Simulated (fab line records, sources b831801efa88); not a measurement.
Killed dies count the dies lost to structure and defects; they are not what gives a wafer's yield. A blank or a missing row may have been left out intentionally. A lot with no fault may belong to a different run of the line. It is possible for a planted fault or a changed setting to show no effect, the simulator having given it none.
Matching of chambers | flow sky130 | SKY_VIA2_ETCH_14 on rie-diel-02 has 4 sister chambers
The step etches BARC in N2/H2, stops on SiO2, time 45.9 s, target depth 60 nm. 18 wafers are shown with their chamber, then 9 later ones without.

== WAFERS, EACH WITH ITS CHAMBER ==
wafer  | chamber | drypump-motor-current-A (A) | throttle-valve-pct (%) | oes-product-au (a.u.)
L075.2 | 0       | 5.7                         | 13.214                 | 0.859
L075.3 | 3       | 5.7                         | 13.225                 | 0.859
L075.4 | 2       | 6.4                         | 13.232                 | 0.859
L076.4 | 2       | 6.4                         | 13.222                 | 0.849
L076.5 | 2       | 6.4                         | 13.243                 | 0.847
L076.6 | 1       | 5.5                         | 13.216                 | 0.858
L077.3 | 0       | 5.7                         | 13.221                 | 0.856
L077.4 | 1       | 5.5                         | 13.225                 | 0.852
L077.5 | 1       | 5.5                         | 13.229                 | 0.867
L082.1 | 3       | 5.7                         | 13.226                 | 0.856
L082.2 | 1       | 5.5                         | 13.225                 | 0.858
L082.3 | 2       | 6.5                         | 13.230                 | 0.856
L084.1 | 2       | 6.5                         | 13.228                 | 0.860
L084.3 | 3       | 5.7                         | 13.229                 | 0.861
L084.4 | 1       | 5.5                         | 13.231                 | 0.854
L087.2 | 2       | 6.4                         | 13.213                 | 0.855
L087.3 | 3       | 5.7                         | 13.229                 | 0.865
L087.5 | 3       | 5.7                         | 13.219                 | 0.851

SIGNATURES, as means of the wafers listed above
reading                 | chamber 0 | chamber 1 | chamber 2 | chamber 3 | scatter within a chamber
drypump-motor-current-A | 5.700     | 5.500     | 6.433     | 5.700     | 0.0309
throttle-valve-pct      | 13.21750  | 13.22520  | 13.22800  | 13.22560  | 0.00722
oes-product-au          | 0.85750   | 0.85780   | 0.85433   | 0.85840   | 0.00526
Rule: for a wafer and a chamber, the distance is found by dividing, reading by reading, the gap between the wafer's reading and the chamber's mean by the reading's scatter, squaring, summing and taking the root. The wafer belongs to the nearest chamber; if the next one is less than 2 further off, it can't be placed. The scatter is the square root of a quotient: the sum, over the shown wafers, of each reading's squared deviation from its chamber's mean, divided by wafers minus chambers.

== WAFERS MISSING THEIR CHAMBER ==
wafer  | drypump-motor-current-A (A) | throttle-valve-pct (%) | oes-product-au (a.u.)
L088.3 | 5.7                         | 13.222                 | 0.859
L088.5 | 5.7                         | 13.220                 | 0.852
L088.6 | 5.5                         | 13.232                 | 0.855
L090.2 | 5.7                         | 13.220                 | 0.860
L090.5 | 5.7                         | 13.232                 | 0.849
L090.6 | 5.8                         | 13.205                 | 0.859
L092.1 | 5.7                         | 13.222                 | 0.853
L092.5 | 5.5                         | 13.232                 | 0.860
L092.6 | 5.7                         | 13.226                 | 0.851

== WHICH CHAMBER EACH ONE RAN IN ==
wafer  | from the rows above     | in truth
L088.3 | can't be placed: 3 or 0 | 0
L088.5 | can't be placed: 0 or 3 | 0
L088.6 | 1                       | 1
L090.2 | can't be placed: 0 or 3 | 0
L090.5 | can't be placed: 3 or 0 | 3
L090.6 | can't be placed: 0 or 3 | 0
L092.1 | can't be placed: 0 or 3 | 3
L092.5 | 1                       | 1
L092.6 | can't be placed: 3 or 0 | 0
Correctly placed: 2 of 9. Cannot be placed on the basis of these rows: 7; the candidates contain the true chamber in 7. Wrongly placed: 0.
